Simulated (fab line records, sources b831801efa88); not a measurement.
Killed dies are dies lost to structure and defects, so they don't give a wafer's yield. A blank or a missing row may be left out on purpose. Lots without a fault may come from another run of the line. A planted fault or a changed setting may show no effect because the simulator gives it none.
Which tool did it? | flow gf180mcu | 11 lots, 33 wafers sampled, at 1 step of a route of 602

WHAT THE GAUGES READ, wafer by wafer
GF_V4_THK_MEAS_03.
lot  | measured     | on            | V4_CVD_02_THK (nm)
L948 | day 24 00:40 | film_metro-01 | 836 838 855
L949 | day 24 10:40 | film_metro-03 | 846 847 871
L950 | day 24 21:50 | film_metro-03 | 838 844 859
L951 | day 25 04:10 | film_metro-04 | 826 845 844
L952 | day 25 07:32 | film_metro-03 | 842 850 859
L953 | day 25 11:26 | film_metro-04 | 831 855 849
L962 | day 28 08:22 | film_metro-04 | 834 841 844
L963 | day 28 16:23 | film_metro-03 | 843 843 841
L965 | day 29 10:16 | film_metro-01 | 843 849 852
L967 | day 29 18:29 | film_metro-01 | 839 838 828
L969 | day 30 08:08 | film_metro-01 | 834 839 853

WHICH TOOL RAN EACH LOT (tool, then ch and the chambers of the sampled wafers, then the start)
The record holds no process step before these readings.

THE ANSWER, worked out from the rows above alone
Rule: what is usual is taken from the lots themselves. Put in order of their means at a reading, lots are off if they are a third of the lots or fewer, leave a main group of 4 or more, and stand apart from it by a gap of 3 or more times the standard deviation of the main group's means; of several such gaps the widest counts. A main group whose means are all the same, to the digits that the tables above print for the reading, isn't used. A lot without any number at a reading at which 4 lots or more have one is off too. The other lots that the step has rows for count as sound.
No lot is off at any reading shown: from this, nothing can be told.

WHAT THE SIMULATOR HAD PUT IN
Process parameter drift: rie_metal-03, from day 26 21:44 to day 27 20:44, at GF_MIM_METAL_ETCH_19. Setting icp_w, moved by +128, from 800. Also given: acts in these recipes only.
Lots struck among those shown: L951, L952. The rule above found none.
